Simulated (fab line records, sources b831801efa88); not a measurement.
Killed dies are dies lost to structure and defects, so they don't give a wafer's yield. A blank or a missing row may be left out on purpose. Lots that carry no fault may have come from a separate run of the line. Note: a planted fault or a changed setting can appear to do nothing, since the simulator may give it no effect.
A lot that was struck, set against a sound lot | flow sky130 | 14 out of 708 route steps
Sound: the wafers L410.1, L410.4, L410.6. Wafers struck: L406.2, L406.3, L406.5. At the end, the cause is stated.
Each step with rows lists, per side, the tool, then ch with its chambers, then its first start. Under that, the readings that differ: sound wafers | struck wafers | difference of the means | sigmas: that difference in standard deviations of wafers without a fault.
alike: same words and numbers on both sides, and readings whose means sit less than 2 such deviations apart. not compared: any withheld reading, any reading some wafer has no value for, any bound like >300 that may hide the same value, and any number with overlapping values for which the record gives no deviation.
A row with sigmas, a row that says differs or no value, or rows on one side alone: a step with any of these is where the two part. Numbers that don't overlap but have no deviation are shown without sigmas and don't part them. A reading that every wafer of one side lacks parts them only if that side has two wafers or more.

first, 7 steps without rows for these wafers: SKY_METAL1_HMDS_08 (prime time 60 s); SKY_METAL1_COAT_09 (resist thk 59.44 nm); SKY_METAL1_COAT_10 (resist thk 450 nm); SKY_METAL1_SOFTBAKE_11 (time 90 s); SKY_METAL1_EXPOSE_12 (exposes mask MM1, target cd 140 nm); SKY_METAL1_PEB_13; SKY_METAL1_DEVELOP_14 (develop time 60 s).
SKY_METAL1_CD_MEAS_15: target cd 140 nm.
  sound on cd_sem-01 at day 38 01:13; struck on cd_sem-02 at day 36 07:32
  reading    | sound             | struck            | difference | sigmas
  cd_nm (nm) | 139.3 139.3 138.8 | 141.6 143.5 142.5 | +3.4       | +2
SKY_METAL1_OVL_MEAS_16:
  sound on overlay-02 at day 38 01:20; struck on overlay-01 at day 36 07:39
  alike: METAL1_OVL
SKY_METAL1_DESCUM_17: chemistry O2, time 8 s.
  sound on rie_metal-04 ch 0,1, day 38 01:23; struck on rie_metal-03 ch 0,1, day 36 07:41
  alike: drypump_motor_current_A, he_backside_leak_sccm, oes_product_au, rf_fwd_power_W, temp_c
  not compared: rf_hours_counter_h
SKY_METAL1_ETCH_18: etches BARC in N2/H2, stops on SiO2, time 45.9 s, target depth 60 nm.
  sound on rie_metal-04 ch 0,1, day 38 01:25; struck on rie_metal-03 ch 0,1, day 36 07:43
  alike: drypump_motor_current_A, he_backside_leak_sccm, oes_product_au, rf_fwd_power_W, throttle_valve_pct
  not compared: rf_hours_counter_h
SKY_METAL1_METAL_ETCH_19: etches the open film in Cl2/BCl3, stops on SiO2, target depth 360 nm, time 78 s.
  sound on rie_metal-04 ch 0,1, day 38 01:29; struck on rie_metal-03 ch 0,1, day 36 07:47
  alike: bcl3_flow_sccm, drypump_motor_current_A, he_backside_leak_sccm, oes_product_au, rf_fwd_power_W, throttle_valve_pct
  not compared: rf_hours_counter_h
SKY_METAL1_STRIP_20: strips in O2/N2.
  sound on plasma_asher-01 ch 0,1, day 38 01:34; struck on plasma_asher-02 ch 1, day 36 07:52
  no value came back on the struck wafers for chamber_pressure_mTorr (mTorr), drypump_motor_current_A (A), oes_product_au (a.u.), strip_time_to_endpoint_s (s); on the sound wafers chamber_pressure_mTorr (mTorr) reads 1500.7 1500.5 1501.8
  reading                                       | sound | struck            | difference | sigmas
  model.KrF-thick_of_METAL1_COAT_10.thk_nm (nm) | 0 0 0 | 155.7 153.3 159.7 | +156.2     |
  not compared: rf_hours_counter_h
then, 1 step without rows for these wafers: SKY_METAL1_STRIP_21 (strips in post etch residue remover, time 1200 s).

## WHERE THEY PART
Earliest at SKY_METAL1_CD_MEAS_15; latest, in this record, at SKY_METAL1_STRIP_20.

WHY: the cause the simulator had injected
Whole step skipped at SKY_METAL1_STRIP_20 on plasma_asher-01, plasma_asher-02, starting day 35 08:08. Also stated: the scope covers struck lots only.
